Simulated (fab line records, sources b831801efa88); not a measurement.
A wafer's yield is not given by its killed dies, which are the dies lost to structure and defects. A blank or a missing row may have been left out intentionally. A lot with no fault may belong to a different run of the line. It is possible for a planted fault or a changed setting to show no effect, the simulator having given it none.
The tool behind it: which one? | flow gf180mcu | Sampling: 15 lots, 45 wafers, 3 of 602 route steps

## WHAT THE GAUGES READ, wafer by wafer
GF_CONTACT_CD_MEAS_14: the cd target is 220 nm. Usual: cdNm 220.0 nm, standard deviation 1.4.
lot  | measured     | on       | cdNm (nm)         | flag
L517 | day 16 09:28 | cdSem-02 | 219.2 219.6 221.1 | 
L518 | day 16 15:01 | cdSem-01 | 221.9 220.4 219.7 | 
L519 | day 17 05:47 | cdSem-01 | 219.8 220.3 220.5 | 
L520 | day 17 22:34 | cdSem-02 | 220.4 219.9 221.9 | 
L524 | day 19 03:55 | cdSem-02 | 218.2 217.8 218.3 | 
L523 | day 19 08:01 | cdSem-02 | 220.2 219.4 219.9 | 
L528 | day 20 19:38 | cdSem-02 | 221.4 221.2 221.9 | 
L529 | day 20 21:26 | cdSem-02 | 220.3 221.3 221.4 | 
L530 | day 21 07:23 | cdSem-02 | 216.8 219.5 220.2 | 
L533 | day 22 11:52 | cdSem-01 | 218.8 219.5 218.2 | 
L535 | day 23 07:55 | cdSem-02 | 221.4 220.8 219.8 | 
L536 | day 23 15:58 | cdSem-02 | 221.2 219.6 221.9 | 
L538 | day 23 22:11 | cdSem-01 | 221.8 219.1 219.3 | 
L540 | day 24 14:43 | cdSem-01 | 222.2 222.5 222.9 | 
L539 | day 24 16:49 | cdSem-02 | 219.4 218.9 220.4 | 

GF_M1_CD_MEAS_14: the cd target is 230 nm. Usual: cdNm 230.0 nm, standard deviation 1.3.
lot  | measured     | on       | cdNm (nm)         | flag
L517 | day 17 10:07 | cdSem-01 | 229.8 229.2 229.5 | 
L518 | day 17 15:59 | cdSem-01 | 230.0 230.6 228.8 | 
L519 | day 18 07:23 | cdSem-01 | 230.9 230.6 229.9 | 
L520 | day 19 00:16 | cdSem-01 | 230.1 230.1 230.8 | 
L524 | day 20 06:33 | cdSem-02 | 230.0 229.8 231.2 | 
L523 | day 20 10:43 | cdSem-02 | 232.4 230.9 231.5 | 
L528 | day 21 21:27 | cdSem-02 | 229.0 229.8 229.8 | 
L529 | day 21 23:10 | cdSem-02 | 229.4 231.3 229.7 | 
L530 | day 22 09:23 | cdSem-02 | 229.5 230.3 231.6 | 
L533 | day 23 12:49 | cdSem-02 | 226.9 227.6 227.6 | 
L535 | day 24 08:37 | cdSem-02 | 229.3 229.9 228.8 | 
L536 | day 24 16:02 | cdSem-02 | 232.6 232.0 232.6 | 
L538 | day 24 22:18 | cdSem-02 | 228.4 228.0 226.9 | 
L540 | day 25 14:25 | cdSem-02 | 232.0 232.0 231.4 | 
L539 | day 25 16:31 | cdSem-01 | 229.3 230.4 230.7 | 

## WHICH TOOL RAN EACH LOT (tool, then ch and the chambers of the sampled wafers, then the start)
lot  | GF_CONTACT_CVD_24
L517 | cvdW-02 ch 0,1, day 16 10:11
L518 | cvdW-01 ch 0,1, day 16 15:44
L519 | cvdW-01 ch 0,1, day 17 06:29
L520 | cvdW-01 ch 0,1, day 17 23:16
L524 | cvdW-02 ch 0,1, day 19 04:37
L523 | cvdW-02 ch 0,1, day 19 08:44
L528 | cvdW-01 ch 0,1, day 20 20:21
L529 | cvdW-02 ch 0,1, day 20 22:08
L530 | cvdW-01 ch 0,1, day 21 08:05
L533 | cvdW-01 ch 0,1, day 22 12:35
L535 | cvdW-02 ch 0,1, day 23 08:43
L536 | cvdW-01 ch 0,1, day 23 16:42
L538 | cvdW-02 ch 0,1, day 23 22:55
L540 | cvdW-02 ch 0,1, day 24 15:25
L539 | cvdW-02 ch 0,1, day 24 17:32
- GF_CONTACT_CVD_24: deposits W, target thk 300 nm, time 90.339 s.

## WHAT THE TOOLS THEMSELVES READ (means of the sampled wafers that have a number; where no wafer has one, the mark that the record gives instead)
GF_CONTACT_CVD_24. Usual: heaterPowerW 820 W, standard deviation 99.
lot  | tool    | heaterPowerW (W) | flag
L517 | cvdW-02 | 862              | 
L518 | cvdW-01 | 745              | 
L519 | cvdW-01 | 827              | 
L520 | cvdW-01 | 736              | 
L524 | cvdW-02 | 813              | 
L523 | cvdW-02 | 841              | 
L528 | cvdW-01 | 838              | 
L529 | cvdW-02 | 848              | 
L530 | cvdW-01 | 832              | 
L533 | cvdW-01 | 754              | 
L535 | cvdW-02 | 819              | 
L536 | cvdW-01 | 748              | 
L538 | cvdW-02 | 833              | 
L540 | cvdW-02 | 843              | 
L539 | cvdW-02 | 823              | 

## THE ANSWER, worked out from the rows above alone
Rule: lot off if the mean of its wafers having a number is beyond 3 standard deviations from the usual mean. Also off: a lot with no number at a reading for which 4 or more lots have one. The other lots that the step has rows for count as sound. The gauges are gone through in route order, then the tools' own readings, and for those a lot's mean is taken as printed above. At the first step where some lot is off, the reading lying furthest off is the one used; lots without a number count as furthest.
None of the lots is off at any reading shown; this tells nothing.

## WHAT THE SIMULATOR PUT IN
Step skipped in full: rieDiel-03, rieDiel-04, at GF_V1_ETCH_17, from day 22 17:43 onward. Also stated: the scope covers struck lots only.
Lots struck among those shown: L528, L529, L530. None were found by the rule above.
